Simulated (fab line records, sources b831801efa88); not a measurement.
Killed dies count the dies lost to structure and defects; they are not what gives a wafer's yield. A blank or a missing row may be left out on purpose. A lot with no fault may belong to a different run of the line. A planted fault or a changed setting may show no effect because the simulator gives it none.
Matching of chambers || flow gf180mcu || GF_CONTACT_CMP_04 on cmp-01: 3 sister chambers
The step polishes SiO2. 3 wafers are shown with their chamber, then 5 later ones without.

WAFERS PAIRED WITH THEIR CHAMBERS
{"wafer": "L620.3", "chamber": 0, "motor_current_A (A)": 12.1}
{"wafer": "L620.6", "chamber": 3, "motor_current_A (A)": 10.4}
{"wafer": "L623.1", "chamber": 2, "motor_current_A (A)": 11.1}

WAFERS WITHOUT THEIR CHAMBER
{"wafer": "L623.4", "motor_current_A (A)": 10.9}
{"wafer": "L637.1", "motor_current_A (A)": 11.1}
{"wafer": "L637.5", "motor_current_A (A)": 12.9}
{"wafer": "L638.2", "motor_current_A (A)": 11.3}
{"wafer": "L638.3", "motor_current_A (A)": 10.9}

WHICH CHAMBER EACH ONE RAN IN
{"wafer": "L623.4", "from the rows above": "can't be placed: 2 or 3", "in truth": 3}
{"wafer": "L637.1", "from the rows above": "can't be placed: 2 or 3", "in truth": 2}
{"wafer": "L637.5", "from the rows above": 0, "in truth": 0}
{"wafer": "L638.2", "from the rows above": "can't be placed: 2 or 0 or 3", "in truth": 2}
{"wafer": "L638.3", "from the rows above": "can't be placed: 2 or 3", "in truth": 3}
Correct placement for 1 of the 5. Can't be placed from these rows: 4 (the true chamber is among the candidates in 4). Wrongly placed: 0.
How it was worked out, from the rows above alone: a wafer's distance from a chamber is the root of the sum, over the readings, of the square of ((its reading less the chamber's mean) divided by the reading's scatter). The wafer belongs to the nearest chamber; if the next one is less than 2 further off, it can't be placed. A chamber's mean is the mean of its shown wafers. The scatter (one wafer shown for each chamber): square how far every hidden wafer sits from the nearest shown wafer, average those squares and take the square root.
